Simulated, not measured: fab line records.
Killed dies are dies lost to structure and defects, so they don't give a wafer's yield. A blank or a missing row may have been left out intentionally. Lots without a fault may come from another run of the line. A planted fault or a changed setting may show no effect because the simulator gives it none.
8D (eight disciplines) problem report, filled in by code / flow sky130 / the parts of the form that need people (team, actions taken, sign-off) are left out

## 1. WHAT IS WRONG
Across 9 wafers from 3 lots, SD_N_RS at SKY_SD_N_RS_MEAS_16 averages 67.00 ohm/sq, while fault-free wafers read 68.56 ohm/sq with a standard deviation of 0.081. Measured from the usual mean, that is -19 standard deviations.
The step: measures by four-point-probe.
The first sign was on wafer L568.2 at day 33 07:44, on film-metro-03. At this step, 33 wafers from 11 lots have a number in the record. Rule for "out", or "out of limits": more than 4 standard deviations from the usual mean. All remaining wafers that have a number are taken as sound.

## 2. WHAT IT IS, WHAT IT ISN'T
question=which readings at this step | is=SD_N_RS | is not=-
question=which lots | is=L568, L570, L572 | is not=L552, L558, L559, L560, L563, L565, L567, L569
question=which wafers of those lots | is=all that have a number | is not=-
question=read on which gauges | is=film-metro-01, film-metro-03 | is not=film-metro-02
question=when | is=from day 33 07:44 | is not=up to then (21 sound wafers); but 3 sound wafers of L569 came after

## 3. WHAT RULES OUT EACH SUSPECT
Counting: a tool at any process step up to the reading remains a suspect when it ran all the lots that are out and ran no sound lot after the first of those.
- ruled out: the gauge at SKY_SD_N_RS_MEAS_16. Those wafers that are out were read across 2 gauges (film-metro-01, film-metro-03).
- rtp-anneal-01 at SKY_SD_N_RTA_14 (time 2 s): kept. It ran every lot that is out, first L568 (day 33 07:33), and no sound lot after that; its last sound lot up to then is L560 (day 31 03:52). Its own readings are out on those wafers: wafer_temp_C_max.
Left after counting: rtp-anneal-01 at SKY_SD_N_RTA_14.

## 4. THE CAUSE (what the simulator had put in)
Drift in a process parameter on rtp-anneal-01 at SKY_SD_N_RTA_14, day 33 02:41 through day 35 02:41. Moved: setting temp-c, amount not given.
This tool alone remained once counting was done.

## 5. THE CHAIN OF EFFECTS, in route order
Rows list readings where the struck wafers' mean (over those with a number) sits beyond 3 standard deviations from the usual. Readings are gone through only where the record gives a usual standard deviation; hours: the median, over the lots, of the time from a lot's start at the first step in this table giving one to that lot's start at this step; sigmas: the change measured in usual standard deviations.
hours=0; step=SKY_SD_N_RTA_14; reading=wafer_temp_C_max; usual=1077.8; on struck wafers=1087.1; change=+9.3; sigmas=+7.8
hours=0; step=SKY_SD_N_RS_MEAS_16; reading=SD_N_RS; usual=68.56 ohm/sq; on struck wafers=67.00; change=-1.56; sigmas=-19
hours=2; step=SKY_SD_N_RS_MEAS_17; reading=SD_P_RS; usual=147.1 ohm/sq; on struck wafers=139.3; change=-7.8; sigmas=-22
Here are the process steps it includes:
- SKY_SD_N_RTA_14: time 2 s.
At these later measuring or inspecting steps, every struck wafer for which the step has a row has a number for every such reading, and none has moved that far: SKY_LI_CONTACT_OVL_MEAS_13.

## 6. WHAT WOULD HAVE CAUGHT IT SOONER
In this record the first reading out of limits at a measuring or inspecting step was taken at day 33 07:44, 5 hours after the fault began at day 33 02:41.
At SKY_SD_N_RTA_14, the tool's own readings (wafer_temp_C_max) were out on each struck wafer the step has a row for, so an alarm limit on them would have fired on the first such wafer.
Lots out: 3; of these, L570, L572 started SKY_SD_N_RTA_14 on rtp-anneal-01 after day 33 07:44. A hold on the tool at that time would have spared those 2.
